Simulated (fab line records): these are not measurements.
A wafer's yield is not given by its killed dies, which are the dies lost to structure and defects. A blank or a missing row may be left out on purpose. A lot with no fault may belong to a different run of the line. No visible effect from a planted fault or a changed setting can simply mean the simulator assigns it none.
What tool caused it? / flow gf180mcu / Sampling: 14 lots, 42 wafers, 2 of 602 route steps

## WHAT THE GAUGES READ, wafer by wafer
GF_V1_THK_MEAS_01. Usual: V1_CVD_00_THK 600 nm, standard deviation 6.8.
lot=L670; measured=day 17 09:56; on=film-metro-04; V1_CVD_00_THK (nm)=596 595 597; flag=
lot=L671; measured=day 17 19:05; on=film-metro-04; V1_CVD_00_THK (nm)=594 605 596; flag=
lot=L672; measured=day 18 00:22; on=film-metro-03; V1_CVD_00_THK (nm)=588 600 598; flag=
lot=L674; measured=day 18 22:44; on=film-metro-01; V1_CVD_00_THK (nm)=605 607 604; flag=
lot=L675; measured=day 19 10:38; on=film-metro-04; V1_CVD_00_THK (nm)=597 600 607; flag=
lot=L679; measured=day 21 03:56; on=film-metro-03; V1_CVD_00_THK (nm)=609 590 602; flag=
lot=L684; measured=day 22 16:02; on=film-metro-03; V1_CVD_00_THK (nm)=593 596 594; flag=
lot=L686; measured=day 23 07:08; on=film-metro-04; V1_CVD_00_THK (nm)=610 613 609; flag=
lot=L687; measured=day 23 12:59; on=film-metro-03; V1_CVD_00_THK (nm)=609 609 607; flag=
lot=L688; measured=day 24 01:13; on=film-metro-03; V1_CVD_00_THK (nm)=602 597 601; flag=
lot=L689; measured=day 24 10:46; on=film-metro-03; V1_CVD_00_THK (nm)=616 606 604; flag=
lot=L690; measured=day 24 15:52; on=film-metro-04; V1_CVD_00_THK (nm)=611 600 614; flag=
lot=L691; measured=day 24 21:16; on=film-metro-03; V1_CVD_00_THK (nm)=608 602 603; flag=
lot=L692; measured=day 25 02:49; on=film-metro-04; V1_CVD_00_THK (nm)=604 598 600; flag=

GF_V1_CD_MEAS_14: target cd 260 nm. Usual: 259.6 nm for cd-nm, sd 1.3.
lot=L670; measured=day 18 10:23; on=cd-sem-01; cd-nm (nm)=260.1 260.2 260.9; flag=
lot=L671; measured=day 18 19:36; on=cd-sem-01; cd-nm (nm)=259.5 260.2 260.0; flag=
lot=L672; measured=day 19 00:05; on=cd-sem-01; cd-nm (nm)=260.0 260.9 258.9; flag=
lot=L674; measured=day 19 23:37; on=cd-sem-02; cd-nm (nm)=259.0 259.7 259.3; flag=
lot=L675; measured=day 20 11:35; on=cd-sem-01; cd-nm (nm)=261.0 261.7 261.6; flag=
lot=L679; measured=day 22 04:09; on=cd-sem-02; cd-nm (nm)=260.1 261.5 261.0; flag=
lot=L684; measured=day 23 15:22; on=cd-sem-02; cd-nm (nm)=259.0 259.6 259.1; flag=
lot=L686; measured=day 24 05:21; on=cd-sem-02; cd-nm (nm)=259.1 258.8 257.8; flag=
lot=L687; measured=day 24 11:49; on=cd-sem-01; cd-nm (nm)=258.9 259.3 259.7; flag=
lot=L688; measured=day 24 23:29; on=cd-sem-02; cd-nm (nm)=257.9 257.0 256.8; flag=
lot=L689; measured=day 25 08:29; on=cd-sem-01; cd-nm (nm)=259.0 259.4 260.2; flag=
lot=L690; measured=day 25 13:47; on=cd-sem-01; cd-nm (nm)=259.3 259.8 259.3; flag=
lot=L691; measured=day 25 18:25; on=cd-sem-02; cd-nm (nm)=260.9 261.3 261.0; flag=
lot=L692; measured=day 26 00:20; on=cd-sem-02; cd-nm (nm)=257.2 257.7 256.9; flag=

## EACH LOT AND THE TOOL THAT RAN IT (in order: tool; ch and the chambers of the sampled wafers; start)
The record holds no process step before these readings.

## AS READ BY THE TOOLS THEMSELVES (means over the sampled wafers that have a number; for cases with no such wafer, the mark the record gives instead)
The record holds no such reading with a usual standard deviation.

## THE ANSWER, worked out from the rows above alone
Rule: a lot is off if the mean of its wafers that have a number lies more than 3 standard deviations from the usual mean. A lot without any number at a reading at which 4 lots or more have one is off too. The other lots that the step has rows for count as sound. The gauges are gone through in route order, then the tools' own readings, and for those a lot's mean is taken as printed above. The first step at which some lot is off is used, and at that step the reading that is off furthest; a lot without a number counts as furthest.
No lot is off on any of the readings shown, so nothing can be concluded from this.

## WHAT THE SIMULATOR HAD PUT IN
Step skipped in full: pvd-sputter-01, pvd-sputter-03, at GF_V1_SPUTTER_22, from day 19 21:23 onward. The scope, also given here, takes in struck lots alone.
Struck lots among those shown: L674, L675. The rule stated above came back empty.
